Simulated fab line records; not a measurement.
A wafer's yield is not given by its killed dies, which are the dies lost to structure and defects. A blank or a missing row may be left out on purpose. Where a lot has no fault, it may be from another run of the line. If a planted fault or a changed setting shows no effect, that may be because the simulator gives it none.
fab line records    flow sky130
record: lots: 5  wafers: 15  last_day: 50
route steps=708 shown NWELL@61 PAD_OPEN@708
lots with no fault: from the same line, run without faults
start_h: the number of hours between the record's first day and the start of the first shown wafer of the lot    wait_h: hours from the lot's prior step to this one    " identical to the entry in the row above    L1.1+2: several wafers, shown together as one row    - value missing, or start not given    * or withheld: withheld    < > ~ a bound
route shown NAME@n: NAME is a module with steps in the file, n the number in the route of the first one    usual: average and standard deviation across the fault-free wafers    same: alike in all rows    chamber/n: place in a boat    sites: each site's reading    _std_site: how widely they spread, as a standard deviation    _edge_site: mean of outer sites minus mean of inner sites    radius_mm: how far each site lies from the wafer's centre    mask NAME#n: copy n    behind: the most recent tool/chamber to have shaped the wafer    hold: the reason the lot was held/the length of the hold in hours/how it ended    device: which transistor (n, p or np) failed to switch    end of line: the route-end tests of the same wafers    where a step has no rows: the recipe by itself    killed: the dies lost at the first sort to structure and to defects; this is not the yield of the wafer    map: a wafer's dies, marking killed ones x, the rest . and places with no die _
set.NAME: the run value of the setting; set.NAME@STEP: its run value at that earlier step    model.NAME: the simulator's own value behind a step, which no gauge read
certain route steps with their lots: each step a table, each wafer a row
services: when a tool's chamber went out of use (start_h, in hours from the record's first day, below 0 if earlier), for how many hours, and the reason
== steps ==
step: SKY_NWELL_PEB_08
recipe: temp_c: 115  time_s: withheld
step: SKY_NWELL_DEVELOP_09
recipe: wall_angle_deg: 90  developer: TMAH  develop_time_s: 60  dev_temp_c: 23
step: SKY_NWELL_OVL_MEAS_10
usual: NWELL_00_OVL: 0.4/1.1
lot.wafer  tool        chamber  start_h  wait_h  NWELL_00_OVL[nm]
L113.3     overlay-01  -        98.05    -       0.8
L113.4     "           -        "        "       -0.2
L113.6     "           -        "        "       0.7
L116.1     overlay-02  -        115.23   -       -1.0
L116.5     "           -        "        "       0.7
L116.6     "           -        "        "       -1.1
L128.1     overlay-02  -        194.24   -       0.3
L128.3     "           -        "        "       -0.7
L128.6     "           -        "        "       -1.1
L130.1     overlay-01  -        199.87   -       0.9
L130.2     "           -        "        "       1.8
L130.6     "           -        "        "       -0.1
L133.2     overlay-02  -        217.80   -       0.0
L133.5     "           -        "        "       1.0
L133.6     "           -        "        "       0.8
step: SKY_NWELL_IMPLANT_11
recipe: species: P  energy_kev: 400  dose_cm2: 1.934e+13  tilt_deg: withheld
step: SKY_NWELL_IMPLANT_12
recipe: species: P  energy_kev: 120  dose_cm2: 1.3e+12  tilt_deg: withheld
step: SKY_NWELL_IMPLANT_13
recipe: species: P  energy_kev: 50  dose_cm2: 7e+11  tilt_deg: withheld
step: SKY_NWELL_STRIP_14
recipe: chemistry: O2/N2  power_w: 1400  pressure_mtorr: 1500  platen_temp_c: withheld  o2_flow_sccm: 3000  n2_flow_sccm: 300  overash_fraction: 0.5
usual: drypump_motor_current_A: 5.6/0.45  oes_product_au: 0.722/0.0043  strip_time_to_endpoint_s: 36.88/0.08
lot.wafer  tool             chamber  start_h  wait_h  drypump_motor_current_A  oes_product_au  rf_hours_counter_h  strip_time_to_endpoint_s
L113.3     plasma_asher-04  0        98.56    0.1     5.9                      0.721           -                   36.88
L113.4     "                1        "        "       5.0                      0.719           -                   36.98
L113.6     "                1        "        "       4.9                      0.725           -                   36.85
L116.1     plasma_asher-04  0        115.71   0.1     5.9                      0.721           41                  36.94
L116.5     "                1        "        "       5.0                      0.722           -                   37.08
L116.6     "                0        "        "       5.9                      0.719           -                   36.92
L128.1     plasma_asher-03  1        194.73   0.1     5.7                      0.729           52                  36.86
L128.3     "                0        "        "       6.2                      0.726           -                   36.80
L128.6     "                1        "        "       5.8                      0.726           -                   36.93
L130.1     plasma_asher-04  1        200.36   0.1     4.9                      0.720           50                  36.87
L130.2     "                0        "        "       5.9                      0.719           50                  36.77
L130.6     "                1        "        "       5.0                      0.718           -                   36.83
L133.2     plasma_asher-03  0        218.28   0.1     6.2                      0.724           55                  36.99
L133.5     "                0        "        "       6.2                      0.721           -                   37.00
L133.6     "                1        "        "       5.7                      0.727           -                   36.89
step: SKY_NWELL_TW_MEAS_15
usual: NWELL_TW: 1834/27
lot.wafer  tool           chamber  start_h  wait_h  NWELL_TW
L113.3     film_metro-04  -        98.65    0.1     1805
L113.4     "              -        "        "       1800
L113.6     "              -        "        "       1800
L116.1     film_metro-03  -        115.81   0.1     1858
L116.5     "              -        "        "       1853
L116.6     "              -        "        "       1841
L128.1     film_metro-02  -        194.83   0.1     1858
L128.3     "              -        "        "       1865
L128.6     "              -        "        "       1860
L130.1     film_metro-02  -        200.46   0.1     1850
L130.2     "              -        "        "       1854
L130.6     "              -        "        "       1853
L133.2     film_metro-04  -        218.39   0.1     1814
L133.5     "              -        "        "       1809
L133.6     "              -        "        "       1806
step: SKY_NWELL_DEHYDRATE_16
recipe: temp_c: 200  time_s: 60
step: SKY_NWELL_HMDS_17
recipe: prime_time_s: 60  prime_temp_c: 120
step: SKY_NWELL_COAT_18
recipe: spin_rpm: 2000  resist_thk_nm: 3000
step: SKY_NWELL_SOFTBAKE_19
recipe: temp_c: 110  time_s: withheld
step: SKY_NWELL_EXPOSE_20
recipe: mask_id: NWM_COMPLEMENT  na: 0.6  source_shape: conventional  sigma_outer: 0.6  polarization: unpolarized  target_cd_nm: 840  dose_mj: 260
lot.wafer   tool              chamber  start_h  wait_h  mask
L113.3+4+6  iline_stepper-01  0        106.90   -       NWM_COMPLEMENT#0
L116.1+5+6  iline_stepper-02  0        123.75   -       NWM_COMPLEMENT_R1#0
L128.1+3+6  iline_stepper-02  0        205.35   -       NWM_COMPLEMENT#0
L130.1+2+6  iline_stepper-02  0        211.26   -       NWM_COMPLEMENT#0
L133.2+5+6  iline_stepper-02  0        229.80   -       NWM_COMPLEMENT#0
step: SKY_NWELL_PEB_21
recipe: temp_c: 115  time_s: withheld
step: SKY_PAD_OPEN_PROBE_99
lot.wafer  tool       chamber  start_h  wait_h  model.etest.pfet_16v.r_on_ohm_um  model.etest.nfet_16v.r_on_ohm_um  model.etest.res_iso_pwell.width_nm  model.etest.res_nwell.width_nm  model.etest.pfet_16v.drive_ua_um
L113.3     prober-01  -        1082.26  0.2     1.544e+04                         1.412e+04                         2644                                842.3                           245.8
L113.4     prober-01  -        1082.31  0.2     1.505e+04                         1.409e+04                         2639                                838.9                           248.8
L113.6     prober-01  -        1082.41  0.2     1.549e+04                         1.421e+04                         2650                                843.5                           244.2
L116.1     prober-02  -        1099.53  0.1     1.562e+04                         1.344e+04                         2545                                881                             237.1
L116.5     prober-02  -        1099.73  0.2     1.573e+04                         1.348e+04                         2542                                886                             236.7
L116.6     prober-02  -        1099.78  0.2     1.594e+04                         1.35e+04                          2548                                891.8                           233.2
L128.1     prober-02  -        1176.37  0.1     1.567e+04                         1.367e+04                         2643                                847.1                           242.8
L128.3     prober-02  -        1176.47  0.2     1.524e+04                         1.371e+04                         2636                                843                             246.4
L128.6     prober-02  -        1176.62  0.2     1.578e+04                         1.387e+04                         2650                                847.3                           240.3
L130.1     prober-02  -        1181.85  0.1     1.488e+04                         1.385e+04                         2638                                830.7                           245.8
L130.2     prober-02  -        1181.90  0.1     1.503e+04                         1.376e+04                         2639                                831                             247.1
L130.6     prober-02  -        1182.10  0.2     1.492e+04                         1.383e+04                         2667                                832.4                           247.5
L133.2     prober-01  -        1198.41  0.1     1.535e+04                         1.393e+04                         2650                                845.9                           240.6
L133.5     prober-01  -        1198.56  0.2     1.518e+04                         1.389e+04                         2640                                840.5                           242.6
L133.6     prober-01  -        1198.61  0.2     1.544e+04                         1.411e+04                         2639                                841                             240.5
killed by level:class
L113.3 VIA1:geometric_particle:open=12 CONTACT:geometric_particle:open=8 VIA1:geometric_particle:short=7 VIA3:geometric_particle:open=7 VIA2:geometric_particle:open=7 CONTACT:geometric_particle:short=6 METAL1:geometric_particle:short=6 LI_CONTACT:geometric_particle:open=5
L113.4 VIA1:geometric_particle:open=13 CONTACT:geometric_particle:open=10 VIA2:geometric_particle:open=8 LI_CONTACT:geometric_particle:open=7 METAL2:geometric_particle:short=5 METAL1:geometric_particle:short=4 VIA1:geometric_particle:short=4 FIELD_ISO:geometric_particle:short=3
L113.6 CONTACT:geometric_particle:open=10 VIA1:geometric_particle:open=9 METAL1:geometric_particle:short=8 METAL2:geometric_particle:short=7 LI_CONTACT:geometric_particle:open=6 VIA2:geometric_particle:open=6 POLY_GATE:geometric_particle:open=4 POLY_GATE:geometric_particle:short=4
L128.1 METAL2:geometric_particle:short=10 VIA1:geometric_particle:open=9 LI_CONTACT:geometric_particle:open=8 CONTACT:geometric_particle:open=8 VIA2:geometric_particle:open=7 CONTACT:geometric_particle:short=7 METAL1:geometric_particle:short=6 POLY_GATE:geometric_particle:short=5
L128.3 VIA1:geometric_particle:open=11 CONTACT:geometric_particle:open=9 POLY_GATE:geometric_particle:open=8 POLY_GATE:geometric_particle:short=6 VIA3:geometric_particle:open=6 FIELD_ISO:geometric_particle:short=5 VIA2:geometric_particle:open=5 LI_CONTACT:geometric_particle:open=4
L128.6 VIA1:geometric_particle:open=18 METAL1:geometric_particle:short=15 VIA3:geometric_particle:open=9 CONTACT:geometric_particle:open=6 VIA3:geometric_particle:short=6 METAL4:geometric_particle:short=5 FIELD_ISO:geometric_particle:short=4 LI_CONTACT:geometric_particle:open=4
L130.1 VIA1:geometric_particle:open=9 CONTACT:geometric_particle:open=8 METAL1:geometric_particle:short=8 METAL2:geometric_particle:short=6 VIA2:geometric_particle:open=6 LI_CONTACT:geometric_particle:open=5 LOCAL_INTERCONNECT:geometric_particle:short=5 POLY_GATE:geometric_particle:short=4
L130.2 CONTACT:geometric_particle:open=9 VIA1:geometric_particle:open=9 LI_CONTACT:geometric_particle:open=7 METAL1:geometric_particle:short=6 VIA3:geometric_particle:open=6 POLY_GATE:geometric_particle:short=5 POLY_GATE:geometric_particle:open=5 METAL2:geometric_particle:short=4
L130.6 METAL2:geometric_particle:short=9 CONTACT:geometric_particle:open=7 LI_CONTACT:geometric_particle:open=6 VIA3:geometric_particle:open=6 FIELD_ISO:geometric_particle:short=5 LI_CONTACT:geometric_particle:short=4 METAL1:geometric_particle:short=4 VIA1:geometric_particle:open=4
L133.2 VIA1:geometric_particle:open=9 CONTACT:geometric_particle:open=8 POLY_GATE:geometric_particle:short=6 CONTACT:geometric_particle:short=6 METAL2:geometric_particle:short=5 LOCAL_INTERCONNECT:geometric_particle:short=4 METAL1:geometric_particle:short=4 POLY_GATE:geometric_particle:open=3
L133.5 CONTACT:geometric_particle:open=8 VIA1:geometric_particle:open=7 METAL2:geometric_particle:short=7 VIA2:geometric_particle:open=6 LOCAL_INTERCONNECT:geometric_particle:short=6 METAL1:geometric_particle:short=5 FIELD_ISO:geometric_particle:short=4 VIA2:geometric_particle:short=4
L133.6 VIA3:geometric_particle:open=9 VIA1:geometric_particle:open=7 POLY_GATE:geometric_particle:open=6 CONTACT:geometric_particle:short=6 FIELD_ISO:geometric_particle:open=5 LI_CONTACT:geometric_particle:open=5 CONTACT:geometric_particle:open=5 VIA1:geometric_particle:short=5
== services ==
tool              chamber  start_h  hours  kind
iline_stepper-02  -        76.44    0.5    repair
plasma_asher-04   -        100.58   1.7    repair
iline_stepper-02  -        173.62   1.3    repair
iline_stepper-02  -        187.53   17.7   repair
plasma_asher-04   -        211.79   39.8   pm
iline_stepper-02  -        216.49   1.7    pm
== key ==
first_sign: step: SKY_NWELL_EXPOSE_20  reading: mask  direction: changed
effect none on later readings
model_effect: step: SKY_PAD_OPEN_PROBE_99  value: etest.pfet_16v.r_on_ohm_um  without: 1.517e+04  struck: 1.576e+04
met_at SKY_NWELL_EXPOSE_20
struck_wafers L116.1,L116.5,L116.6
sort_left_out L116.1,L116.5,L116.6
tester_left_out L116
fault: kind: wrong_mask  tool: any  chamber: -  onset_h: 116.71  steps: SKY_NWELL_EXPOSE_20  aux_copy: NWM_COMPLEMENT_R1#0  cd_offset_nm: -101  scope: struck_lots_only
tester_left_out: of these lots the tester's yield and bins aren't shown, on N5 and GAA mostly nor the transistor test; their killed dies are dies lost to structure and defects alone, not to doping, threshold or leakage, so they don't give the yield
sort_left_out: the simulated sort isn't trusted on such a fault, so these wafers' sort isn't shown, and their yield isn't known
